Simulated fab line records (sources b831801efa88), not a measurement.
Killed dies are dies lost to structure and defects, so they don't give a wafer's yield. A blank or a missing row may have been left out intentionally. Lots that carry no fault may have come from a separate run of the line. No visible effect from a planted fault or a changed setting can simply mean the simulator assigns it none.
fab line records | flow sfq-line | part 1 of 2: steps 1 to 22 of 31
record lots=5 wafers=15 last-day=80
route steps=325 shown I3@139 M4@148 I4@163
lots with no fault: from the same line, run without faults
start-h: start of the lot's first displayed wafer, in hours after the record's first day | wait-h: hours elapsed since this lot's preceding step | " repeats the value in the row above | L1.1+2: several wafers, shown together as one row | - no value, or no start was given | * or withheld: withheld | < > ~ a bound
route shown NAME@n: NAME is a module with steps in the file, n the number in the route of the first one | usual: mean/standard deviation of fault-free wafers | same: alike in all rows | chamber/n: place in a boat | sites: the reading at each site | _std_site: their standard deviation | _edge_site: outer sites' mean less inner sites' | radius-mm: for every site, how far away it sits from the centre of the wafer | mask NAME#n: copy n | behind: tool/chamber where the wafer was last shaped | hold: why the lot went on hold/how many hours it stayed there/how the hold came to an end | device: names the non-switching transistor (n, p or np) | end of line: the route-end tests of the same wafers | a step with no rows: only its recipe | killed: dies lost to structure and defects at the first sort, not the wafer's yield | map: shows each die of a wafer: x if killed, . if not, _ if none is there
set.NAME: the setting that was run; set.NAME@STEP: the one run at that earlier step | model.NAME: the simulator's own value behind a step, which no gauge read
lots at some steps of the route; a table a step, a row a wafer
services: from which hour (start-h, from the record's first day; less than 0 if before it) a tool's chamber was out of use, for how many hours, and why
## steps
# step SFQ_TRILAYER_I3_VIA_LITHO_SOFTBAKE_089
# recipe temp-c=withheld time-s=withheld resist=KrF
# usual chill-plate-temp-C=*
# columns lot.wafer tool chamber start-h wait-h chill-plate-temp-C
L075.2 litho-track-01 0 786.10 0.2 *
L075.3 " 0 " " *
L075.5 " 0 " " *
L082.1 litho-track-02 0 874.20 0.2 *
L082.3 " 0 " " *
L082.6 " 0 " " *
L090.1 litho-track-04 0 1201.53 0.2 *
L090.4 " 0 " " *
L090.5 " 0 " " *
L091.3 litho-track-02 0 1201.78 0.2 *
L091.4 " 0 " " *
L091.6 " 0 " " *
L093.3 litho-track-01 0 1213.90 0.2 *
L093.4 " 0 " " *
L093.5 " 0 " " *
# step SFQ_TRILAYER_I3_VIA_LITHO_EXPOSE_086
# recipe mask-id=I3 na=0.6 source-shape=conventional sigma-outer=0.65 target-cd-nm=500 dose-mj=21.3
# usual exposure-dose-mJ-cm2=21.304/0.018
# columns lot.wafer tool chamber start-h wait-h mask exposure-dose-mJ-cm2
L075.2 krf-scanner-01 0 922.24 - I3#0 21.310
L075.3 " 0 " " I3#0 21.317
L075.5 " 0 " " I3#0 21.289
L082.1 krf-scanner-01 0 989.68 - I3#0 21.300
L082.3 " 0 " " I3#0 21.316
L082.6 " 0 " " I3#0 21.294
L090.1 krf-scanner-01 0 1210.55 - I3#0 21.313
L090.4 " 0 " " I3#0 21.305
L090.5 " 0 " " I3#0 21.316
L091.3 krf-scanner-01 0 1212.15 - I3#0 21.298
L091.4 " 0 " " I3#0 21.314
L091.6 " 0 " " I3#0 21.302
L093.3 krf-scanner-01 0 1218.15 - I3#0 21.332
L093.4 " 0 " " I3#0 21.312
L093.5 " 0 " " I3#0 21.289
# step SFQ_TRILAYER_I3_VIA_LITHO_PEB_088
# recipe peb-temp-c=115 peb-time-s=60 resist=KrF
# usual chill-plate-temp-C=23.01/0.12 plate-temp-C=115.00/0.14
# columns lot.wafer tool chamber start-h wait-h chill-plate-temp-C plate-temp-C
L075.2 litho-track-01 0 923.27 0.8 23.10 115.26
L075.3 " 0 " " 23.09 115.13
L075.5 " 0 " " 22.91 115.03
L082.1 litho-track-01 0 990.88 1.0 22.91 115.35
L082.3 " 0 " " 23.07 115.15
L082.6 " 0 " " 23.21 114.97
L090.1 litho-track-01 0 1211.75 1.0 22.84 114.82
L090.4 " 0 " " 22.84 114.98
L090.5 " 0 " " 22.79 114.94
L091.3 litho-track-01 0 1213.00 0.7 22.95 115.15
L091.4 " 0 " " 23.00 115.04
L091.6 " 0 " " 23.07 115.03
L093.3 litho-track-04 0 1219.00 0.7 23.03 114.92
L093.4 " 0 " " 23.02 114.94
L093.5 " 0 " " 23.17 115.08
# step SFQ_TRILAYER_I3_VIA_LITHO_DEVELOP_087
# recipe time-s=60 resist=KrF
# usual chill-plate-temp-C=23.03/0.1
# columns lot.wafer tool chamber start-h wait-h chill-plate-temp-C
L075.2 litho-track-01 0 923.42 0.1 22.82
L075.3 " 0 " " 22.86
L075.5 " 0 " " 22.98
L082.1 litho-track-01 0 991.03 0.1 23.09
L082.3 " 0 " " 23.13
L082.6 " 0 " " 22.97
L090.1 litho-track-01 0 1211.90 0.1 23.02
L090.4 " 0 " " 22.86
L090.5 " 0 " " 23.10
L091.3 litho-track-01 0 1213.15 0.1 23.02
L091.4 " 0 " " 22.97
L091.6 " 0 " " 23.11
L093.3 litho-track-04 0 1219.15 0.1 22.97
L093.4 " 0 " " 23.16
L093.5 " 0 " " 22.99
# step SFQ_I3_OVL_MEAS_923
# usual I3_OVL=3/4.9
# columns lot.wafer tool chamber start-h wait-h I3_OVL[nm]
L075.2 overlay-01 - 923.55 0.1 -4
L075.3 " - " " -2
L075.5 " - " " -2
L082.1 overlay-01 - 991.18 0.1 -3
L082.3 " - " " -3
L082.6 " - " " -5
L090.1 overlay-01 - 1212.05 0.1 8
L090.4 " - " " 2
L090.5 " - " " 1
L091.3 overlay-01 - 1213.26 0.1 6
L091.4 " - " " 5
L091.6 " - " " 5
L093.3 overlay-02 - 1219.26 0.1 2
L093.4 " - " " 7
L093.5 " - " " 1
# step SFQ_TRILAYER_I3_VIA_BARC_OPEN_VIA_ETCH_121
# recipe mask-material=PR chemistry=O2 target-depth-nm=125 target=BARC source-w=500 bias-w=80 pressure-mtorr=30 time-s=41.7
# usual drypump-motor-current-A=5.8/0.52 oes-product-au=0.685/0.0049
# columns lot.wafer tool chamber start-h wait-h drypump-motor-current-A oes-product-au rf-hours-counter-h
L075.2 rie-diel-01 3 923.58 0.0 6.1 0.683 17
L075.3 " 0 " " 6.6 0.685 6
L075.5 " 3 " " 6.0 0.677 -
L082.1 rie-diel-02 0 991.22 0.0 5.2 0.688 18
L082.3 " 3 " " 5.2 0.681 8
L082.6 " 3 " " 5.2 0.681 -
L090.1 rie-diel-02 0 1212.08 0.0 5.3 0.680 1
L090.4 " 3 " " 5.2 0.677 12
L090.5 " 1 " " 5.5 0.681 -
L091.3 rie-diel-01 0 1213.28 0.0 6.6 0.688 11
L091.4 " 3 " " 6.1 0.684 -
L091.6 " 1 " " 6.1 0.689 -
L093.3 rie-diel-02 3 1219.28 0.0 5.2 0.683 12
L093.4 " 2 " " 6.1 0.690 14
L093.5 " 1 " " 5.5 0.688 -
# step SFQ_TRILAYER_I3_VIA_ETCH_VIA_ETCH_088
# recipe target=SiO2 stop-on=Nb mask-material=PR taper-deg=20 chemistry=CHF3 target-depth-nm=260 source-w=500 bias-w=80 pressure-mtorr=30 time-s=withheld
# usual drypump-motor-current-A=5.8/0.52 oes-product-au=0.855/0.0051
# columns lot.wafer tool chamber start-h wait-h drypump-motor-current-A oes-product-au
L075.2 rie-diel-01 3 923.62 0.0 6.1 0.862
L075.3 " 0 " " 6.5 0.871
L075.5 " 3 " " 6.1 0.855
L082.1 rie-diel-02 0 991.26 0.0 5.3 0.852
L082.3 " 3 " " 5.1 0.845
L082.6 " 3 " " 5.2 0.858
L090.1 rie-diel-02 0 1212.12 0.0 5.3 0.852
L090.4 " 3 " " 5.1 0.852
L090.5 " 1 " " 5.5 0.857
L091.3 rie-diel-01 0 1213.32 0.0 6.6 0.842
L091.4 " 3 " " 6.0 0.853
L091.6 " 1 " " 6.2 0.866
L093.3 rie-diel-02 3 1219.32 0.0 5.2 0.862
L093.4 " 2 " " 6.1 0.859
L093.5 " 1 " " 5.5 0.853
# step SFQ_TRILAYER_I3_VIA_STRIP_STRIP_089
# recipe gas=O2 power-w=200 platen-temp-c=40 overash-fraction=0.65 chemistry=O2 pressure-mtorr=50
# usual drypump-motor-current-A=5.6/0.52 oes-product-au=1.000/0.0088 platen-temp-c=39.99/0.1
# columns lot.wafer tool chamber start-h wait-h drypump-motor-current-A oes-product-au platen-temp-c rf-hours-counter-h
L075.2 rie-metal-03 0 923.73 - 5.5 1.014 39.97 82
L075.3 " 0 " " 5.5 1.010 39.94 -
L075.5 " 1 " " 6.1 0.992 40.10 -
L082.1 rie-metal-03 1 991.37 - 6.1 0.992 39.87 18
L082.3 " 0 " " 5.5 1.013 39.86 -
L082.6 " 0 " " 5.5 1.015 39.89 -
L090.1 rie-metal-03 1 1212.24 - 6.1 0.990 39.85 48
L090.4 " 1 " " 6.1 0.996 40.01 -
L090.5 " 1 " " 6.1 0.992 39.91 -
L091.3 rie-metal-01 1 1213.64 - 6.3 1.006 40.07 -
L091.4 " 0 " " 5.3 1.001 40.00 -
L091.6 " 1 " " 6.3 1.004 40.05 -
L093.3 rie-metal-01 0 1219.64 - 5.3 1.007 39.99 -
L093.4 " 1 " " 6.3 1.014 39.87 -
L093.5 " 1 " " 6.3 1.005 39.88 -
# step SFQ_TRILAYER_I3_VIA_STRIP_SOLV_CLEAN_090
# recipe chemistry=NMP temp-c=70 time-s=600
# usual temp-c=70.01/0.12
# columns lot.wafer tool chamber start-h wait-h temp-c
L075.2 wet-bench-03 3 924.33 0.4 70.30
L075.3 " 5 " " 69.96
L075.5 " 6 " " 69.97
L082.1 wet-bench-03 1 992.17 0.5 69.97
L082.3 " 2 " " 69.99
L082.6 " 0 " " 69.86
L090.1 wet-bench-01 7 1212.84 0.4 70.04
L090.4 " 4 " " 69.87
L090.5 " 5 " " 70.11
L091.3 wet-bench-03 5 1214.04 0.2 69.98
L091.4 " 6 " " 69.99
L091.6 " 0 " " 69.97
L093.3 wet-bench-02 0 1220.04 0.2 69.86
L093.4 " 6 " " 70.09
L093.5 " 1 " " 70.15
# step SFQ_TRILAYER_M4_DEP_PRE_CLEAN_092
# recipe gas=Ar time-s=22.5 bias-v=250
# usual bias-v=250.4/2.4
# columns lot.wafer tool chamber start-h wait-h bias-v
L075.2 pvd-sputter-03 - 924.51 0.0 249.8
L075.3 " - " " 251.4
L075.5 " - " " 251.0
L082.1 pvd-sputter-03 - 992.36 0.0 246.9
L082.3 " - " " 248.6
L082.6 " - " " 250.2
L090.1 pvd-sputter-04 - 1213.01 0.0 251.5
L090.4 " - " " 251.4
L090.5 " - " " 248.3
L091.3 pvd-sputter-03 - 1214.21 0.0 251.2
L091.4 " - " " 245.8
L091.6 " - " " 250.4
L093.3 pvd-sputter-03 - 1220.23 0.0 247.0
L093.4 " - " " 251.5
L093.5 " - " " 252.7
# step SFQ_TRILAYER_M4_DEP_SPUTTER_091
# recipe material=Nb base-pressure-pa=1.33e-06 chamber-pressure-pa=0.1333 substrate-temp-c=20 resputter-cathode-voltage-v=400 target-thk-nm=200 power-w=2000 time-s=133.3
# usual throttle-valve-pct=30.0/1
# columns lot.wafer tool chamber start-h wait-h throttle-valve-pct
L075.2 pvd-sputter-03 - 924.54 0.0 29.5
L075.3 " - " " 30.3
L075.5 " - " " 29.3
L082.1 pvd-sputter-03 - 992.39 0.0 29.5
L082.3 " - " " 29.2
L082.6 " - " " 30.5
L090.1 pvd-sputter-04 - 1213.04 0.0 30.4
L090.4 " - " " 30.8
L090.5 " - " " 32.0
L091.3 pvd-sputter-03 - 1214.24 0.0 29.2
L091.4 " - " " 30.3
L091.6 " - " " 29.4
L093.3 pvd-sputter-03 - 1220.26 0.0 29.2
L093.4 " - " " 29.3
L093.5 " - " " 29.6
# step SFQ_M4_RS_MEAS_924
# recipe thk-meas-gauge=four-point-probe reads=Nb_of_TRILAYER_M4_DEP_SPUTTER_091
# usual M4_NB_RS=0.892/0.01
# columns lot.wafer tool chamber start-h wait-h M4_NB_RS[ohm/sq]
L075.2 film-metro-01 - 924.65 0.1 0.891
L075.3 " - " " 0.890
L075.5 " - " " 0.900
L082.1 film-metro-04 - 992.48 0.0 0.906
L082.3 " - " " 0.907
L082.6 " - " " 0.894
L090.1 film-metro-04 - 1213.13 0.0 0.888
L090.4 " - " " 0.885
L090.5 " - " " 0.879
L091.3 film-metro-01 - 1214.37 0.1 0.880
L091.4 " - " " 0.880
L091.6 " - " " 0.885
L093.3 film-metro-03 - 1220.39 0.1 0.886
L093.4 " - " " 0.899
L093.5 " - " " 0.896
# step SFQ_TRILAYER_M4_LITHO_COAT_098
# recipe resist=BARC spin-rpm=3000 resist-thk-nm=62
# usual chill-plate-temp-C=23.01/0.11 spin-speed-rpm=3000.2/2.2
# columns lot.wafer tool chamber start-h wait-h chill-plate-temp-C spin-speed-rpm
L075.2 litho-track-02 0 924.86 0.1 23.04 2998.1
L075.3 " 0 " " 23.19 3001.8
L075.5 " 0 " " 23.13 3002.0
L082.1 litho-track-02 0 992.66 0.1 23.06 3001.2
L082.3 " 0 " " 22.97 2999.7
L082.6 " 0 " " 23.02 3003.5
L090.1 litho-track-02 0 1213.33 0.1 23.28 2999.5
L090.4 " 0 " " 23.01 2998.9
L090.5 " 0 " " 23.11 2997.8
L091.3 litho-track-01 0 1214.61 0.1 23.04 2997.4
L091.4 " 0 " " 22.83 3001.1
L091.6 " 0 " " 22.97 2997.8
L093.3 litho-track-03 0 1220.63 0.1 22.95 3000.5
L093.4 " 0 " " 23.02 2998.3
L093.5 " 0 " " 23.00 3001.5
# step SFQ_TRILAYER_M4_LITHO_COAT_093
# recipe resist=KrF spin-rpm=3000 resist-thk-nm=600
# usual chill-plate-temp-C=23.00/0.1 spin-speed-rpm=3000.1/2.2
# columns lot.wafer tool chamber start-h wait-h chill-plate-temp-C spin-speed-rpm
L075.2 litho-track-02 0 925.16 0.2 23.11 3002.7
L075.3 " 0 " " 23.05 2997.2
L075.5 " 0 " " 23.04 3003.2
L082.1 litho-track-02 0 992.96 0.2 23.03 2999.1
L082.3 " 0 " " 22.91 2997.8
L082.6 " 0 " " 22.89 2998.2
L090.1 litho-track-02 0 1213.63 0.2 22.81 2999.1
L090.4 " 0 " " 22.86 3000.6
L090.5 " 0 " " 22.88 2998.9
L091.3 litho-track-01 0 1214.91 0.2 23.21 3000.2
L091.4 " 0 " " 23.01 3003.1
L091.6 " 0 " " 23.24 3003.0
L093.3 litho-track-03 0 1220.93 0.2 23.09 2998.4
L093.4 " 0 " " 23.14 3000.4
L093.5 " 0 " " 22.95 3000.7
# step SFQ_TRILAYER_M4_LITHO_SOFTBAKE_097
# recipe temp-c=withheld time-s=withheld resist=KrF
# usual chill-plate-temp-C=*
# columns lot.wafer tool chamber start-h wait-h chill-plate-temp-C
L075.2 litho-track-02 0 925.43 0.2 *
L075.3 " 0 " " *
L075.5 " 0 " " *
L082.1 litho-track-02 0 993.26 0.2 *
L082.3 " 0 " " *
L082.6 " 0 " " *
L090.1 litho-track-02 0 1213.93 0.2 *
L090.4 " 0 " " *
L090.5 " 0 " " *
L091.3 litho-track-01 0 1215.16 0.2 *
L091.4 " 0 " " *
L091.6 " 0 " " *
L093.3 litho-track-03 0 1221.18 0.2 *
L093.4 " 0 " " *
L093.5 " 0 " " *
# step SFQ_TRILAYER_M4_LITHO_EXPOSE_094
# recipe mask-id=M4 na=0.6 source-shape=conventional sigma-outer=0.65 target-cd-nm=500 dose-mj=14.4
# usual exposure-dose-mJ-cm2=14.397/0.014
# columns lot.wafer tool chamber start-h wait-h mask exposure-dose-mJ-cm2
L075.2 krf-scanner-01 0 1061.30 - M4#0 14.383
L075.3 " 0 " " M4#0 14.390
L075.5 " 0 " " M4#0 14.392
L082.1 krf-scanner-02 0 1136.85 - M4#0 14.376
L082.3 " 0 " " M4#0 14.388
L082.6 " 0 " " M4#0 14.371
L090.1 krf-scanner-01 0 1334.39 - M4#0 14.416
L090.4 " 0 " " M4#0 14.399
L090.5 " 0 " " M4#0 14.381
L091.3 krf-scanner-01 0 1335.99 - M4#0 14.405
L091.4 " 0 " " M4#0 14.404
L091.6 " 0 " " M4#0 14.417
L093.3 krf-scanner-01 0 1344.39 - M4#0 14.400
L093.4 " 0 " " M4#0 14.410
L093.5 " 0 " " M4#0 14.392
# step SFQ_TRILAYER_M4_LITHO_PEB_096
# recipe peb-temp-c=115 peb-time-s=60 resist=KrF
# usual chill-plate-temp-C=23.00/0.1 plate-temp-C=115.03/0.14
# columns lot.wafer tool chamber start-h wait-h chill-plate-temp-C plate-temp-C
L075.2 litho-track-01 0 1062.33 0.8 22.94 115.17
L075.3 " 0 " " 22.90 115.07
L075.5 " 0 " " 22.99 115.27
L082.1 litho-track-01 0 1138.05 1.0 22.99 114.97
L082.3 " 0 " " 22.99 115.03
L082.6 " 0 " " 23.05 114.89
L090.1 litho-track-02 0 1335.59 1.0 22.99 114.85
L090.4 " 0 " " 23.01 114.85
L090.5 " 0 " " 22.96 114.79
L091.3 litho-track-02 0 1336.84 0.7 23.00 114.79
L091.4 " 0 " " 22.87 115.01
L091.6 " 0 " " 22.84 114.95
L093.3 litho-track-03 0 1345.24 0.7 23.07 114.97
L093.4 " 0 " " 23.02 114.99
L093.5 " 0 " " 23.21 114.99
# step SFQ_TRILAYER_M4_LITHO_DEVELOP_095
# recipe time-s=60 resist=KrF
# usual chill-plate-temp-C=23.02/0.09
# columns lot.wafer tool chamber start-h wait-h chill-plate-temp-C
L075.2 litho-track-01 0 1062.48 0.1 23.01
L075.3 " 0 " " 23.06
L075.5 " 0 " " 23.15
L082.1 litho-track-01 0 1138.20 0.1 23.12
L082.3 " 0 " " 22.93
L082.6 " 0 " " 22.97
L090.1 litho-track-02 0 1335.74 0.1 22.96
L090.4 " 0 " " 22.95
L090.5 " 0 " " 23.03
L091.3 litho-track-02 0 1336.99 0.1 23.04
L091.4 " 0 " " 22.99
L091.6 " 0 " " 23.11
L093.3 litho-track-03 0 1345.39 0.1 23.02
L093.4 " 0 " " 23.15
L093.5 " 0 " " 22.98
# step SFQ_M4_OVL_MEAS_926
# usual M4_OVL=-3/5.6
# columns lot.wafer tool chamber start-h wait-h M4_OVL[nm]
L075.2 overlay-01 - 1062.61 0.1 -7
L075.3 " - " " 2
L075.5 " - " " -2
L082.1 overlay-02 - 1138.35 0.1 -1
L082.3 " - " " -4
L082.6 " - " " -3
L090.1 overlay-02 - 1335.89 0.1 -7
L090.4 " - " " -1
L090.5 " - " " -2
L091.3 overlay-01 - 1337.10 0.1 -6
L091.4 " - " " -7
L091.6 " - " " -5
L093.3 overlay-02 - 1345.50 0.1 -15
L093.4 " - " " -13
L093.5 " - " " -13
# step SFQ_TRILAYER_M4_BARC_OPEN_METAL_ETCH_123
# recipe mask-material=PR chemistry=O2 target-depth-nm=125 target=BARC icp-w=600 bias-w=80 pressure-mtorr=10 time-s=41.7
# usual drypump-motor-current-A=5.9/0.57 oes-product-au=0.685/0.0042
# columns lot.wafer tool chamber start-h wait-h drypump-motor-current-A oes-product-au rf-hours-counter-h
L075.2 rie-metal-04 0 1062.64 0.0 5.6 0.688 90
L075.3 " 1 " " 4.8 0.685 -
L075.5 " 0 " " 5.7 0.686 -
L082.1 rie-metal-04 1 1138.39 0.0 4.7 0.684 82
L082.3 " 0 " " 5.7 0.688 -
L082.6 " 1 " " 4.7 0.685 -
L090.1 rie-metal-03 0 1335.93 0.0 5.5 0.690 10
L090.4 " 0 " " 5.5 0.688 -
L090.5 " 0 " " 5.5 0.684 -
L091.3 rie-metal-02 1 1337.15 0.0 6.3 0.679 -
L091.4 " 0 " " 6.5 0.688 -
L091.6 " 0 " " 6.6 0.681 -
L093.3 rie-metal-03 1 1345.55 0.0 6.1 0.686 -
L093.4 " 0 " " 5.5 0.687 -
L093.5 " 1 " " 6.1 0.680 -
# step SFQ_TRILAYER_M4_ETCH_METAL_ETCH_096
# recipe target=Nb stop-on=SiO2 mask-material=PR chemistry=Cl2/Ar target-depth-nm=240 icp-w=600 bias-w=80 pressure-mtorr=10 time-s=120
# usual drypump-motor-current-A=5.9/0.57 oes-product-au=0.893/0.0075
# columns lot.wafer tool chamber start-h wait-h drypump-motor-current-A oes-product-au rf-hours-counter-h
L075.2 rie-metal-04 0 1062.70 0.0 5.6 0.898 90
L075.3 " 1 " " 4.7 0.891 -
L075.5 " 0 " " 5.7 0.879 -
L082.1 rie-metal-04 1 1138.45 0.0 4.8 0.890 82
L082.3 " 0 " " 5.7 0.887 -
L082.6 " 1 " " 4.8 0.901 -
L090.1 rie-metal-03 0 1335.99 0.0 5.5 0.897 10
L090.4 " 0 " " 5.5 0.893 -
L090.5 " 0 " " 5.5 0.892 -
L091.3 rie-metal-02 1 1337.23 0.1 6.3 0.899 -
L091.4 " 0 " " 6.5 0.898 -
L091.6 " 0 " " 6.5 0.906 -
L093.3 rie-metal-03 1 1345.63 0.1 6.2 0.897 -
L093.4 " 0 " " 5.5 0.883 -
L093.5 " 1 " " 6.1 0.888 -
# step SFQ_TRILAYER_M4_STRIP_STRIP_097
# recipe gas=O2 power-w=200 platen-temp-c=40 overash-fraction=0.65 chemistry=O2 pressure-mtorr=50
# usual drypump-motor-current-A=5.9/0.57 oes-product-au=1.002/0.0091 platen-temp-c=40.00/0.11
# columns lot.wafer tool chamber start-h wait-h drypump-motor-current-A oes-product-au platen-temp-c rf-hours-counter-h
L075.2 rie-metal-04 0 1062.82 0.1 5.6 1.002 39.91 90
L075.3 " 1 " " 4.8 1.007 39.81 -
L075.5 " 0 " " 5.7 1.018 40.08 -
L082.1 rie-metal-04 1 1138.57 0.1 4.8 0.988 39.93 82
L082.3 " 0 " " 5.7 0.994 39.98 -
L082.6 " 1 " " 4.7 1.004 40.07 -
L090.1 rie-metal-03 0 1336.11 0.1 5.5 1.015 39.98 11
L090.4 " 0 " " 5.5 1.007 39.92 -
L090.5 " 0 " " 5.5 1.008 39.92 -
L091.3 rie-metal-02 1 1337.51 0.2 6.3 0.994 39.93 -
L091.4 " 0 " " 6.5 1.013 40.28 -
L091.6 " 0 " " 6.5 1.002 40.13 -
L093.3 rie-metal-03 1 1345.91 0.2 6.1 0.997 40.07 -
L093.4 " 0 " " 5.5 0.997 39.79 -
L093.5 " 1 " " 6.1 0.999 40.00 -
